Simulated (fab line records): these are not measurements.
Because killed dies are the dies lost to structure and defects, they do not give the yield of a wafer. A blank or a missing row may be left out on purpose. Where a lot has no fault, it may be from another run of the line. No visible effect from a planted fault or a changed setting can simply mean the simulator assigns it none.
fab line records ; flow sky130 ; part 1 of 2: steps 1 to 42 of 43
[record] lots = 6; wafers = 18; last_day = 50
route steps=708 shown VIA1@464 METAL2@483 PAD_OPEN@708
lots untouched by any fault: they come from a run of this same line in which no faults occurred
start_h: hours from the record's first day to the start of the lot's first wafer shown ; wait_h: time in hours since the lot's previous step ; " as in the row above ; L1.1+2: a single row standing in for several wafers ; - either no value or no given start ; * or withheld: withheld ; < > ~ a bound
route shown NAME@n: NAME is a module with steps in the file, n the number in the route of the first one ; usual: average and standard deviation across the fault-free wafers ; same: alike in all rows ; chamber/n: place in a boat ; sites: readings site by site ; _std_site: their standard deviation ; _edge_site: outer sites' mean less inner sites' ; radius_mm: for every site, how far away it sits from the centre of the wafer ; mask NAME#n: copy n ; behind: the last tool/chamber to shape the wafer ; hold: the reason the lot was held/the length of the hold in hours/how it ended ; device: which transistor (n, p or np) failed to switch ; end of line: tests run on the same wafers once the route is complete ; for a step that has no rows: nothing shown but its recipe ; killed: the dies lost at the first sort to structure and to defects; this is not the yield of the wafer ; map: a wafer's dies, marking killed ones x, the rest . and places with no die _
set.NAME: the run value of the setting; set.NAME@STEP: its run value at that earlier step ; model.NAME: the simulator's own value behind a step, which no gauge read
lots at selected steps of the route; one table per step, one row per wafer
services: the hour from which a tool's chamber was out of use, counted from the record's first day as start_h (under 0 if before that day), plus the number of hours and why
[[steps]]
[step SKY_VIA1_COAT_06]
[recipe] resist = BARC; temp_c = withheld; time_s = withheld; spin_rpm = 3000; resist_thk_nm = 60
[step SKY_VIA1_COAT_07]
[recipe] resist = KrF-thick; spin_rpm = 3000; resist_thk_nm = 450
[step SKY_VIA1_SOFTBAKE_08]
[recipe] temp_c = 100; time_s = 90; resist = KrF-thick
[step SKY_VIA1_EXPOSE_09]
[recipe] mask_id = VIM; na = 0.8; source_shape = annular; sigma_inner = 0.55; sigma_outer = 0.85; target_cd_nm = 150; dose_mj = 38
[step SKY_VIA1_PEB_10]
[recipe] peb_temp_c = withheld; peb_time_s = withheld; resist = KrF-thick
[step SKY_VIA1_DEVELOP_11]
[recipe] develop_time_s = 60; resist = KrF-thick; dev_temp_c = 21
[step SKY_VIA1_CD_MEAS_12]
[recipe] target_cd_nm = 150
[usual] cd_nm = 150.3/1.8
lot.wafer;tool;chamber;start_h;wait_h;cd_nm
L343.2;cd_sem-01;-;790.80;-;145.2
L343.4;cd_sem-01;-;790.80;-;145.6
L343.5;cd_sem-01;-;790.80;-;144.1
L344.2;cd_sem-02;-;794.45;-;151.3
L344.4;cd_sem-02;-;794.45;-;150.0
L344.5;cd_sem-02;-;794.45;-;151.7
L353.1;cd_sem-02;-;875.28;-;149.8
L353.2;cd_sem-02;-;875.28;-;149.3
L353.3;cd_sem-02;-;875.28;-;150.6
L356.2;cd_sem-01;-;899.44;-;152.0
L356.4;cd_sem-01;-;899.44;-;151.2
L356.5;cd_sem-01;-;899.44;-;150.1
L361.1;cd_sem-01;-;932.87;-;150.5
L361.5;cd_sem-01;-;932.87;-;151.7
L361.6;cd_sem-01;-;932.87;-;150.8
L363.2;cd_sem-01;-;954.00;-;151.4
L363.3;cd_sem-01;-;954.00;-;153.1
L363.6;cd_sem-01;-;954.00;-;152.7
[step SKY_VIA1_OVL_MEAS_13]
[usual] VIA1_OVL = -2/4.8
lot.wafer;tool;chamber;start_h;wait_h;VIA1_OVL[nm]
L343.2;overlay-02;-;790.91;0.1;0
L343.4;overlay-02;-;790.91;0.1;-7
L343.5;overlay-02;-;790.91;0.1;-4
L344.2;overlay-01;-;794.56;0.1;-5
L344.4;overlay-01;-;794.56;0.1;-9
L344.5;overlay-01;-;794.56;0.1;-4
L353.1;overlay-02;-;875.40;0.1;-9
L353.2;overlay-02;-;875.40;0.1;-6
L353.3;overlay-02;-;875.40;0.1;-4
L356.2;overlay-02;-;899.54;0.1;0
L356.4;overlay-02;-;899.54;0.1;-7
L356.5;overlay-02;-;899.54;0.1;0
L361.1;overlay-01;-;932.99;0.1;3
L361.5;overlay-01;-;932.99;0.1;3
L361.6;overlay-01;-;932.99;0.1;-7
L363.2;overlay-02;-;954.11;0.1;-2
L363.3;overlay-02;-;954.11;0.1;8
L363.6;overlay-02;-;954.11;0.1;2
[step SKY_VIA1_ETCH_14]
[recipe] chemistry = N2/H2; target = BARC; ion_energy_ev = 200; source_w = 500; bias_w = 100; pressure_mtorr = 30; n2_flow_sccm = 100; h2_flow_sccm = 200; stop_on = SiO2; time_s = 45.9; target_depth_a = 600
[step SKY_VIA1_ETCH_15]
[recipe] target = SiO2; chemistry = C4F8/O2/Ar; target_depth_nm = 351; stop_on = TiN; mask_material = KrF-thick; source_w = 1500; bias_w = 1200; pressure_mtorr = 40; c4f8_flow_sccm = withheld; O2_flow_sccm = 6; Ar_flow_sccm = 300; time_s = 54
[usual] oes_product_au = 0.980/0.0059; rf_fwd_power_W = 1487/6.1
lot.wafer;tool;chamber;start_h;wait_h;oes_product_au;rf_fwd_power_W;rf_hours_counter_h
L343.2;rie_diel-01;0;790.98;0.0;0.980;1476;11
L343.4;rie_diel-01;1;790.98;0.0;0.985;1496;-
L343.5;rie_diel-01;2;790.98;0.0;0.978;1492;-
L344.2;rie_diel-01;1;794.63;0.0;0.977;1487;3
L344.4;rie_diel-01;1;794.63;0.0;0.977;1491;-
L344.5;rie_diel-01;2;794.63;0.0;0.985;1484;-
L353.1;rie_diel-01;1;875.48;0.0;0.983;1495;6
L353.2;rie_diel-01;0;875.48;0.0;0.984;1487;14
L353.3;rie_diel-01;3;875.48;0.0;0.979;1484;0
L356.2;rie_diel-01;0;899.61;0.0;0.974;1479;14
L356.4;rie_diel-01;2;899.61;0.0;0.977;1482;-
L356.5;rie_diel-01;3;899.61;0.0;0.989;1489;-
L361.1;rie_diel-03;0;933.07;0.0;0.978;1481;21
L361.5;rie_diel-03;0;933.07;0.0;0.971;1480;-
L361.6;rie_diel-03;3;933.07;0.0;0.986;1488;-
L363.2;rie_diel-04;3;954.18;0.0;0.969;1491;12
L363.3;rie_diel-04;0;954.18;0.0;0.976;1489;4
L363.6;rie_diel-04;2;954.18;0.0;0.964;1495;-
[step SKY_VIA1_STRIP_16]
[recipe] chemistry = O2/N2; power_w = 1400; pressure_mtorr = 1500; platen_temp_c = withheld; o2_flow_sccm = 3000; n2_flow_sccm = 300; overash_fraction = 0.5
[step SKY_VIA1_STRIP_17]
[recipe] chemistry = post_etch_residue_remover; time_s = 1200; temp_c = 72.5
[step SKY_VIA1_CLEAN_18]
[recipe] chemistry = IPA; time_s = 180; temp_c = 25
lot.wafer;tool;chamber;start_h;wait_h
L343.2+4+5;wet_bench-02;2;791.47;0.0
L344.2+4+5;wet_bench-03;1;795.12;0.0
L353.1+2+3;wet_bench-03;3;875.97;0.0
L356.2+4+5;wet_bench-03;1;900.10;0.0
L361.1+5+6;wet_bench-02;1;933.59;0.0
L363.2+3+6;wet_bench-02;2;954.67;0.0
[step SKY_VIA1_CLEAN_19]
[recipe] chemistry = O3/DIW; dry = n2_spin
[step SKY_VIA1_SPUTTER_20]
[recipe] material = TiN; target_thk_nm = 20; chamber_pressure_pa = 5; power_w = 4000; time_s = 80
[step SKY_VIA1_CVD_21]
[recipe] material = W; target_thk_nm = 270; time_s = 80.902; temp_c = 400; pressure_torr = 40
[usual] heater_power_w = 890/51
lot.wafer;tool;chamber;start_h;wait_h;heater_power_w
L343.2;cvd_w-01;1;791.68;0.0;845
L343.4;cvd_w-01;0;791.68;0.0;930
L343.5;cvd_w-01;0;791.68;0.0;915
L344.2;cvd_w-01;0;795.33;0.0;901
L344.4;cvd_w-01;1;795.33;0.0;841
L344.5;cvd_w-01;0;795.33;0.0;921
L353.1;cvd_w-02;0;876.18;0.0;909
L353.2;cvd_w-02;1;876.18;0.0;923
L353.3;cvd_w-02;0;876.18;0.0;922
L356.2;cvd_w-01;1;900.31;0.0;853
L356.4;cvd_w-01;1;900.31;0.0;859
L356.5;cvd_w-01;0;900.31;0.0;908
L361.1;cvd_w-02;1;933.80;0.0;970
L361.5;cvd_w-02;1;933.80;0.0;974
L361.6;cvd_w-02;0;933.80;0.0;916
L363.2;cvd_w-01;1;954.89;0.0;785
L363.3;cvd_w-01;1;954.89;0.0;803
L363.6;cvd_w-01;0;954.89;0.0;866
[step SKY_VIA1_RS_MEAS_22]
[recipe] thk_meas_gauge = four-point-probe; reads = W_of_VIA1_CVD_21+TiN_of_VIA1_SPUTTER_20
[usual] VIA1_W_RS = 0.430/0.0049
lot.wafer;tool;chamber;start_h;wait_h;VIA1_W_RS[ohm/sq]
L343.2;film_metro-02;-;791.79;0.1;0.439
L343.4;film_metro-02;-;791.79;0.1;0.433
L343.5;film_metro-02;-;791.79;0.1;0.435
L344.2;film_metro-04;-;795.44;0.1;0.432
L344.4;film_metro-04;-;795.44;0.1;0.429
L344.5;film_metro-04;-;795.44;0.1;0.434
L353.1;film_metro-02;-;876.27;0.1;0.435
L353.2;film_metro-02;-;876.27;0.1;0.430
L353.3;film_metro-02;-;876.27;0.1;0.432
L356.2;film_metro-04;-;900.43;0.1;0.431
L356.4;film_metro-04;-;900.43;0.1;0.427
L356.5;film_metro-04;-;900.43;0.1;0.433
L361.1;film_metro-01;-;933.90;0.1;0.434
L361.5;film_metro-01;-;933.90;0.1;0.426
L361.6;film_metro-01;-;933.90;0.1;0.430
L363.2;film_metro-02;-;955.00;0.1;0.427
L363.3;film_metro-02;-;955.00;0.1;0.423
L363.6;film_metro-02;-;955.00;0.1;0.432
[step SKY_VIA1_THK_MEAS_23]
[recipe] thk_meas_gauge = xrf; reads = W_of_VIA1_CVD_21
[usual] VIA1_W_THK = 267/3.8
lot.wafer;tool;chamber;start_h;wait_h;VIA1_W_THK[nm]
L343.2;film_metro-02;-;791.90;0.1;260
L343.4;film_metro-02;-;791.90;0.1;261
L343.5;film_metro-02;-;791.90;0.1;260
L344.2;film_metro-04;-;795.55;0.1;268
L344.4;film_metro-04;-;795.55;0.1;270
L344.5;film_metro-04;-;795.55;0.1;267
L353.1;film_metro-02;-;876.39;0.1;263
L353.2;film_metro-02;-;876.39;0.1;264
L353.3;film_metro-02;-;876.39;0.1;264
L356.2;film_metro-04;-;900.54;0.1;266
L356.4;film_metro-04;-;900.54;0.1;267
L356.5;film_metro-04;-;900.54;0.1;266
L361.1;film_metro-01;-;934.02;0.1;264
L361.5;film_metro-01;-;934.02;0.1;269
L361.6;film_metro-01;-;934.02;0.1;266
L363.2;film_metro-02;-;955.11;0.1;268
L363.3;film_metro-02;-;955.11;0.1;271
L363.6;film_metro-02;-;955.11;0.1;265
[step SKY_VIA1_CMP_24]
[recipe] stop_on = SiO2; t_overpolish_s = 15; down_force_psi = 3.5; platen_rpm = 60; target_thk_nm = 0; pad_velocity_m_s = 0.94248
[step SKY_METAL2_SPUTTER_00]
[recipe] material = Ti; target_thk_nm = 15; power_w = 3000; time_s = 10; chamber_pressure_pa = 0.4
[step SKY_METAL2_SPUTTER_01]
[recipe] material = TiN; target_thk_nm = 20; power_w = 6500; time_s = 16.7; chamber_pressure_pa = 0.4
[step SKY_METAL2_SPUTTER_02]
[recipe] material = AlCu; target_thk_nm = 250; power_w = 10600; time_s = 13.3; chamber_pressure_pa = 0.4
[step SKY_METAL2_SPUTTER_03]
[recipe] material = Ti; target_thk_nm = 5; power_w = 3000; time_s = 3.3; chamber_pressure_pa = 0.4
[usual] cathode_dc_power_W = 3000.0/0.56; chamber_pressure_pa = 0.4000/0.00077; throttle_valve_pct = 30.2/0.95
lot.wafer;tool;chamber;start_h;wait_h;cathode_dc_power_W;chamber_pressure_pa;throttle_valve_pct
L343.2;pvd_sputter-04;-;792.33;0.0;2999.2;0.4006;30.1
L343.4;pvd_sputter-04;-;792.33;0.0;3000.2;0.4008;30.1
L343.5;pvd_sputter-04;-;792.33;0.0;3000.7;0.3996;29.7
L344.2;pvd_sputter-04;-;795.98;0.0;3000.9;0.4012;28.6
L344.4;pvd_sputter-04;-;795.98;0.0;3000.2;0.4000;30.0
L344.5;pvd_sputter-04;-;795.98;0.0;3000.4;0.4003;31.1
L353.1;pvd_sputter-02;-;876.83;0.0;3000.7;0.4014;29.7
L353.2;pvd_sputter-02;-;876.83;0.0;3000.2;0.4006;30.6
L353.3;pvd_sputter-02;-;876.83;0.0;2999.7;0.3998;30.5
L356.2;pvd_sputter-02;-;901.03;0.0;2999.5;0.3998;29.9
L356.4;pvd_sputter-02;-;901.03;0.0;3000.5;0.3999;30.5
L356.5;pvd_sputter-02;-;901.03;0.0;3000.1;0.3997;30.3
L361.1;pvd_sputter-02;-;934.45;0.0;2999.8;0.4001;30.2
L361.5;pvd_sputter-02;-;934.45;0.0;3000.3;0.4004;29.9
L361.6;pvd_sputter-02;-;934.45;0.0;3000.2;0.3992;30.6
L363.2;pvd_sputter-04;-;955.53;0.0;3000.7;0.4005;29.9
L363.3;pvd_sputter-04;-;955.53;0.0;3000.4;0.3997;28.6
L363.6;pvd_sputter-04;-;955.53;0.0;3000.8;0.4004;31.0
[step SKY_METAL2_SPUTTER_04]
[recipe] material = TiN; target_thk_nm = 70; power_w = 6500; time_s = 58.3; chamber_pressure_pa = 0.4
[usual] cathode_dc_power_W = 6499.9/1.3; chamber_pressure_pa = 0.4000/0.00084; throttle_valve_pct = 30.2/0.93
lot.wafer;tool;chamber;start_h;wait_h;cathode_dc_power_W;chamber_pressure_pa;throttle_valve_pct
L343.2;pvd_sputter-04;-;792.34;0.0;6498.8;0.3996;29.7
L343.4;pvd_sputter-04;-;792.34;0.0;6499.1;0.4014;30.2
L343.5;pvd_sputter-04;-;792.34;0.0;6500.2;0.3995;29.7
L344.2;pvd_sputter-04;-;795.99;0.0;6500.8;0.3981;28.6
L344.4;pvd_sputter-04;-;795.99;0.0;6499.1;0.4000;30.1
L344.5;pvd_sputter-04;-;795.99;0.0;6499.6;0.4000;30.9
L353.1;pvd_sputter-02;-;876.84;0.0;6500.1;0.4000;29.8
L353.2;pvd_sputter-02;-;876.84;0.0;6501.4;0.4003;30.7
L353.3;pvd_sputter-02;-;876.84;0.0;6500.6;0.3992;30.7
L356.2;pvd_sputter-02;-;901.07;0.0;6500.7;0.4002;29.9
L356.4;pvd_sputter-02;-;901.07;0.0;6499.9;0.4015;30.9
L356.5;pvd_sputter-02;-;901.07;0.0;6499.0;0.4004;30.7
L361.1;pvd_sputter-02;-;934.47;0.0;6502.6;0.4009;30.4
L361.5;pvd_sputter-02;-;934.47;0.0;6498.3;0.4002;29.8
L361.6;pvd_sputter-02;-;934.47;0.0;6499.1;0.3994;30.4
L363.2;pvd_sputter-04;-;955.55;0.0;6502.1;0.3984;29.7
L363.3;pvd_sputter-04;-;955.55;0.0;6498.4;0.3998;28.8
L363.6;pvd_sputter-04;-;955.55;0.0;6498.7;0.3992;30.5
[step SKY_METAL2_RS_MEAS_05]
[recipe] thk_meas_gauge = four-point-probe; reads = TiN_of_METAL2_SPUTTER_04+Ti_of_METAL2_SPUTTER_03+AlCu_of_METAL2_SPUTTER_02+TiN_of_METAL2_SPUTTER_01+Ti_of_METAL2_SPUTTER_00
[usual] METAL2_ALCU_RS = 0.1273/0.0013
lot.wafer;tool;chamber;start_h;wait_h;METAL2_ALCU_RS[ohm/sq]
L343.2;film_metro-01;-;792.41;0.0;0.1290
L343.4;film_metro-01;-;792.41;0.0;0.1283
L343.5;film_metro-01;-;792.41;0.0;0.1286
L344.2;film_metro-03;-;796.06;0.0;0.1256
L344.4;film_metro-03;-;796.06;0.0;0.1252
L344.5;film_metro-03;-;796.06;0.0;0.1259
L353.1;film_metro-03;-;876.89;0.0;0.1290
L353.2;film_metro-03;-;876.89;0.0;0.1251
L353.3;film_metro-03;-;876.89;0.0;0.1264
L356.2;film_metro-02;-;901.19;0.1;0.1274
L356.4;film_metro-02;-;901.19;0.1;0.1254
L356.5;film_metro-02;-;901.19;0.1;0.1254
L361.1;film_metro-03;-;934.52;0.0;0.1271
L361.5;film_metro-03;-;934.52;0.0;0.1298
L361.6;film_metro-03;-;934.52;0.0;0.1272
L363.2;film_metro-02;-;955.62;0.0;0.1278
L363.3;film_metro-02;-;955.62;0.0;0.1258
L363.6;film_metro-02;-;955.62;0.0;0.1266
[step SKY_METAL2_THK_MEAS_06]
[recipe] thk_meas_gauge = xrf; reads = AlCu_of_METAL2_SPUTTER_02
[usual] METAL2_ALCU_THK = 249.9/2.6
lot.wafer;tool;chamber;start_h;wait_h;METAL2_ALCU_THK[nm]
L343.2;film_metro-01;-;792.52;0.1;246.4
L343.4;film_metro-01;-;792.52;0.1;250.1
L343.5;film_metro-01;-;792.52;0.1;248.4
L344.2;film_metro-03;-;796.17;0.1;253.0
L344.4;film_metro-03;-;796.17;0.1;252.8
L344.5;film_metro-03;-;796.17;0.1;252.6
L353.1;film_metro-03;-;877.01;0.1;245.4
L353.2;film_metro-03;-;877.01;0.1;254.9
L353.3;film_metro-03;-;877.01;0.1;252.0
L356.2;film_metro-02;-;901.30;0.1;247.4
L356.4;film_metro-02;-;901.30;0.1;253.7
L356.5;film_metro-02;-;901.30;0.1;251.3
L361.1;film_metro-03;-;934.64;0.1;254.8
L361.5;film_metro-03;-;934.64;0.1;245.6
L361.6;film_metro-03;-;934.64;0.1;251.3
L363.2;film_metro-02;-;955.73;0.1;246.5
L363.3;film_metro-02;-;955.73;0.1;251.7
L363.6;film_metro-02;-;955.73;0.1;250.4
[step SKY_METAL2_DEHYDRATE_07]
[recipe] temp_c = 200; time_s = 60
[step SKY_METAL2_HMDS_08]
[recipe] prime_time_s = 60; prime_temp_c = 120
[step SKY_METAL2_COAT_09]
[recipe] resist = BARC; temp_c = withheld; time_s = withheld; spin_rpm = 3000; resist_thk_nm = 60
[step SKY_METAL2_COAT_10]
[recipe] resist = KrF-thick; spin_rpm = 3000; resist_thk_nm = 450
[step SKY_METAL2_SOFTBAKE_11]
[recipe] temp_c = 100; time_s = 90; resist = KrF-thick
[step SKY_METAL2_EXPOSE_12]
[recipe] mask_id = MM2; na = 0.8; source_shape = annular; sigma_inner = 0.55; sigma_outer = 0.85; target_cd_nm = 140; dose_mj = 28
[step SKY_METAL2_PEB_13]
[recipe] peb_temp_c = withheld; peb_time_s = withheld; resist = KrF-thick
[step SKY_METAL2_DEVELOP_14]
[recipe] develop_time_s = 60; resist = KrF-thick; dev_temp_c = 21
[step SKY_METAL2_CD_MEAS_15]
[recipe] target_cd_nm = 140
[usual] cd_nm = 139.3/1.5
lot.wafer;tool;chamber;start_h;wait_h;cd_nm
L343.2;cd_sem-02;-;819.10;-;138.6
L343.4;cd_sem-02;-;819.10;-;140.3
L343.5;cd_sem-02;-;819.10;-;139.2
L344.2;cd_sem-01;-;823.25;-;138.6
L344.4;cd_sem-01;-;823.25;-;138.5
L344.5;cd_sem-01;-;823.25;-;139.3
L353.1;cd_sem-01;-;903.07;-;139.8
L353.2;cd_sem-01;-;903.07;-;139.1
L353.3;cd_sem-01;-;903.07;-;137.9
L356.2;cd_sem-01;-;925.22;-;140.5
L356.4;cd_sem-01;-;925.22;-;139.7
L356.5;cd_sem-01;-;925.22;-;141.2
L361.1;cd_sem-01;-;962.82;-;138.4
L361.5;cd_sem-01;-;962.82;-;136.3
L361.6;cd_sem-01;-;962.82;-;138.9
L363.2;cd_sem-01;-;979.80;-;138.3
L363.3;cd_sem-01;-;979.80;-;136.7
L363.6;cd_sem-01;-;979.80;-;137.3
[step SKY_METAL2_OVL_MEAS_16]
[usual] METAL2_OVL = 0/4.8
lot.wafer;tool;chamber;start_h;wait_h;METAL2_OVL[nm]
L343.2;overlay-02;-;819.21;0.1;7
L343.4;overlay-02;-;819.21;0.1;6
L343.5;overlay-02;-;819.21;0.1;6
L344.2;overlay-02;-;823.36;0.1;8
L344.4;overlay-02;-;823.36;0.1;-6
L344.5;overlay-02;-;823.36;0.1;-5
L353.1;overlay-02;-;903.19;0.1;-6
L353.2;overlay-02;-;903.19;0.1;-4
L353.3;overlay-02;-;903.19;0.1;-11
L356.2;overlay-01;-;925.33;0.1;-1
L356.4;overlay-01;-;925.33;0.1;8
L356.5;overlay-01;-;925.33;0.1;4
L361.1;overlay-01;-;962.94;0.1;-5
L361.5;overlay-01;-;962.94;0.1;2
L361.6;overlay-01;-;962.94;0.1;1
L363.2;overlay-02;-;979.91;0.1;1
L363.3;overlay-02;-;979.91;0.1;-7
L363.6;overlay-02;-;979.91;0.1;-2
[step SKY_METAL2_DESCUM_17]
[recipe] chemistry = O2; source_power_w = 150; bias_power_w = 0; pressure_mtorr = 10; temp_c = 40; time_s = 8
[step SKY_METAL2_ETCH_18]
[recipe] chemistry = N2/H2; target = BARC; ion_energy_ev = 200; bias_w = 100; pressure_mtorr = 30; n2_flow_sccm = 100; h2_flow_sccm = 200; icp_w = 500; stop_on = SiO2; time_s = 45.9; target_depth_a = 600
[step SKY_METAL2_METAL_ETCH_19]
[recipe] target_depth_a = 3600; stop_on = SiO2; over_etch_frac = 0.3; time_s = 78; chemistry = Cl2/BCl3; resist_sidewall_deg = 88; pressure_mtorr = 10; icp_w = 900; bias_w = 48.5; Cl2_flow_sccm = 60; bcl3_flow_sccm = 30
[step SKY_METAL2_STRIP_20]
[recipe] chemistry = O2/N2; power_w = 1400; pressure_mtorr = 1500; platen_temp_c = withheld; o2_flow_sccm = 3000; n2_flow_sccm = 300; overash_fraction = 0.5
[usual] drypump_motor_current_A = 5.7/0.51; oes_product_au = 0.342/0.0046; strip_time_to_endpoint_s = 2.68/0.04
lot.wafer;tool;chamber;start_h;wait_h;drypump_motor_current_A;oes_product_au;rf_hours_counter_h;strip_time_to_endpoint_s
L343.2;plasma_asher-03;0;819.42;0.1;5.6;0.350;68;2.63
L343.4;plasma_asher-03;0;819.42;0.1;5.6;0.335;-;2.61
L343.5;plasma_asher-03;1;819.42;0.1;5.1;0.339;-;2.67
L344.2;plasma_asher-02;1;823.57;0.1;6.3;0.334;103;2.66
L344.4;plasma_asher-02;1;823.57;0.1;6.4;0.342;-;2.68
L344.5;plasma_asher-02;0;823.57;0.1;5.4;0.337;-;2.66
L353.1;plasma_asher-03;1;903.41;0.1;5.1;0.339;76;2.68
L353.2;plasma_asher-03;0;903.41;0.1;5.6;0.346;76;2.72
L353.3;plasma_asher-03;1;903.41;0.1;5.1;0.345;-;2.72
L356.2;plasma_asher-03;0;925.61;0.1;5.6;0.337;78;2.70
L356.4;plasma_asher-03;1;925.61;0.1;5.1;0.348;-;2.64
L356.5;plasma_asher-03;1;925.61;0.1;5.1;0.344;-;2.65
L361.1;plasma_asher-02;0;963.16;0.1;5.3;0.341;117;2.71
L361.5;plasma_asher-02;1;963.16;0.1;6.3;0.338;-;2.71
L361.6;plasma_asher-02;0;963.16;0.1;5.3;0.337;-;2.74
L363.2;plasma_asher-02;0;980.13;0.1;5.3;0.335;119;2.67
L363.3;plasma_asher-02;1;980.13;0.1;6.4;0.345;-;2.70
L363.6;plasma_asher-02;1;980.13;0.1;6.4;0.346;-;2.68
[step SKY_METAL2_STRIP_21]
[recipe] chemistry = post_etch_residue_remover; time_s = 1200; temp_c = 72.5
[step SKY_METAL2_CLEAN_22]
[recipe] chemistry = IPA; time_s = 180; temp_c = 25
